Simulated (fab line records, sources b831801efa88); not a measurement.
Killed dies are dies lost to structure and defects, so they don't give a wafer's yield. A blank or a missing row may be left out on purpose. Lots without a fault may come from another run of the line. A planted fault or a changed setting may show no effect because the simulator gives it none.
Which tool did it? | flow sky130 | 12 lots, 36 wafers sampled, at 4 steps of a route of 708

WHAT THE GAUGES READ, wafer by wafer
SKY_VIA4_THK_MEAS_20: measures by xrf. Usual: VIA4_W_THK 507 nm, standard deviation 7.1.
lot  | measured     | on            | VIA4_W_THK (nm) | flag
L842 | day 42 20:46 | film_metro-01 | 511 506 509     |
L843 | day 43 02:15 | film_metro-03 | 510 499 507     |
L845 | day 43 13:47 | film_metro-02 | 514 518 509     |
L844 | day 43 14:52 | film_metro-02 | 515 510 512     |
L849 | day 45 10:49 | film_metro-03 | 509 507 501     |
L853 | day 45 17:20 | film_metro-03 | 506 506 503     |
L855 | day 46 10:55 | film_metro-02 | 511 500 505     |
L856 | day 46 15:01 | film_metro-02 | 514 516 510     |
L858 | day 46 21:21 | film_metro-03 | 499 499 504     |
L861 | day 47 16:38 | film_metro-01 | 510 513 514     |
L863 | day 48 04:33 | film_metro-01 | 504 507 509     |
L865 | day 48 13:12 | film_metro-02 | 511 506 507     |

SKY_PASSIVATION_THK_MEAS_03. Usual: PASSIVATION_CVD_02_THK 539 nm, standard deviation 6.6.
lot  | measured     | on            | PASSIVATION_CVD_02_THK (nm) | flag
L842 | day 43 21:15 | film_metro-01 | 531 536 536                 |
L843 | day 44 02:14 | film_metro-01 | 533 543 543                 |
L845 | day 44 14:15 | film_metro-02 | 529 536 538                 |
L844 | day 44 15:11 | film_metro-04 | 526 537 552                 |
L849 | day 46 09:03 | film_metro-01 | 541 536 551                 |
L853 | day 46 15:55 | film_metro-01 | 541 550 543                 |
L855 | day 47 08:53 | film_metro-04 | 533 537 543                 |
L856 | day 47 12:46 | film_metro-02 | 535 538 545                 |
L858 | day 47 18:51 | film_metro-04 | 544 550 553                 |
L861 | day 48 14:07 | film_metro-01 | 538 539 549                 |
L863 | day 48 23:50 | film_metro-02 | 534 528 548                 |
L865 | day 49 09:02 | film_metro-02 | 539 551 541                 |

WHICH TOOL RAN EACH LOT (tool, then ch and the chambers of the sampled wafers, then the start)
lot  | SKY_CAPM_STRIP_14                    | SKY_METAL5_STRIP_16
L842 | plasma_asher-02 ch 0,1, day 37 11:59 | plasma_asher-03 ch 1, day 43 20:20
L843 | plasma_asher-03 ch 0,1, day 37 16:08 | plasma_asher-03 ch 0,1, day 44 01:20
L845 | plasma_asher-03 ch 0,1, day 38 05:46 | plasma_asher-04 ch 0,1, day 44 13:13
L844 | plasma_asher-02 ch 0,1, day 38 08:35 | plasma_asher-03 ch 0,1, day 44 14:17
L849 | plasma_asher-02 ch 0,1, day 40 07:44 | plasma_asher-04 ch 0,1, day 46 08:07
L853 | plasma_asher-02 ch 0,1, day 40 15:46 | plasma_asher-03 ch 0,1, day 46 14:56
L855 | plasma_asher-03 ch 0,1, day 41 10:11 | plasma_asher-03 ch 0, day 47 07:58
L856 | plasma_asher-04 ch 0,1, day 41 17:08 | plasma_asher-01 ch 0, day 47 11:50
L858 | plasma_asher-04 ch 0,1, day 42 00:41 | plasma_asher-04 ch 0,1, day 47 17:56
L861 | plasma_asher-04 ch 0,1, day 42 23:14 | plasma_asher-03 ch 0,1, day 48 13:13
L863 | plasma_asher-03 ch 0,1, day 43 11:20 | plasma_asher-04 ch 0,1, day 48 22:56
L865 | plasma_asher-04 ch 0, day 43 21:11   | plasma_asher-01 ch 0, day 49 08:01
- SKY_CAPM_STRIP_14: strips in O2/N2.
- SKY_METAL5_STRIP_16: strips in O2/N2.

WHAT THE TOOLS THEMSELVES READ (means of the sampled wafers that have a number; where no wafer has one, the mark that the record gives instead)
SKY_CAPM_STRIP_14. Usual: drypump_motor_current_A 6.0 A, standard deviation 0.41; oes_product_au 0.711 a.u., standard deviation 0.0042; strip_time_to_endpoint_s 12.66 s, standard deviation 0.047.
lot  | tool            | drypump_motor_current_A (A) | oes_product_au (a.u.) | strip_time_to_endpoint_s (s) | flag
L842 | plasma_asher-02 | 6.1                         | 0.712                 | 12.68                        |
L843 | plasma_asher-03 | 6.5                         | 0.710                 | 12.74                        |
L845 | plasma_asher-03 | 6.5                         | 0.710                 | 12.68                        |
L844 | plasma_asher-02 | 6.1                         | 0.712                 | 12.72                        |
L849 | plasma_asher-02 | 6.1                         | 0.712                 | 12.63                        |
L853 | plasma_asher-02 | 6.1                         | 0.709                 | 12.67                        |
L855 | plasma_asher-03 | 6.5                         | 0.711                 | 12.65                        |
L856 | plasma_asher-04 | 5.4                         | 0.709                 | 12.53                        |
L858 | plasma_asher-04 | 5.4                         | 0.714                 | 12.63                        |
L861 | plasma_asher-04 | 5.5                         | 0.713                 | 12.62                        |
L863 | plasma_asher-03 | 6.4                         | 0.710                 | 12.69                        |
L865 | plasma_asher-04 | 5.5                         | 0.712                 | 12.65                        |

SKY_METAL5_STRIP_16. Usual: drypump_motor_current_A 5.9 A, standard deviation 0.6; oes_product_au 0.710 a.u., standard deviation 0.0046; strip_time_to_endpoint_s 13.06 s, standard deviation 0.13.
lot  | tool            | drypump_motor_current_A (A) | oes_product_au (a.u.) | strip_time_to_endpoint_s (s) | flag
L842 | plasma_asher-03 | 6.3                         | 0.714                 | 13.11                        |
L843 | plasma_asher-03 | 6.5                         | 0.711                 | 13.18                        |
L845 | plasma_asher-04 | 5.5                         | 0.711                 | 12.93                        |
L844 | plasma_asher-03 | 6.5                         | 0.712                 | 13.03                        |
L849 | plasma_asher-04 | 5.5                         | 0.714                 | 13.04                        |
L853 | plasma_asher-03 | 6.4                         | 0.709                 | 13.12                        |
L855 | plasma_asher-03 | 6.6                         | 0.707                 | 13.04                        |
L856 | plasma_asher-01 | 5.0                         | 0.714                 | 13.15                        |
L858 | plasma_asher-04 | 5.4                         | 0.709                 | 13.00                        |
L861 | plasma_asher-03 | 6.5                         | 0.715                 | 13.05                        |
L863 | plasma_asher-04 | 5.4                         | 0.710                 | 13.14                        |
L865 | plasma_asher-01 | 5.0                         | 0.706                 | 13.20                        |

THE ANSWER, worked out from the rows above alone
Rule: a lot is off if the mean of its wafers that have a number lies more than 3 standard deviations from the usual mean. A lot without any number at a reading at which 4 lots or more have one is off too. The other lots that the step has rows for count as sound. The gauges are gone through in route order, then the tools' own readings, and for those a lot's mean is taken as printed above. The first step at which some lot is off is used, and at that step the reading that is off furthest; a lot without a number counts as furthest.
No lot is off at any reading shown: from this, nothing can be told.

WHAT THE SIMULATOR HAD PUT IN
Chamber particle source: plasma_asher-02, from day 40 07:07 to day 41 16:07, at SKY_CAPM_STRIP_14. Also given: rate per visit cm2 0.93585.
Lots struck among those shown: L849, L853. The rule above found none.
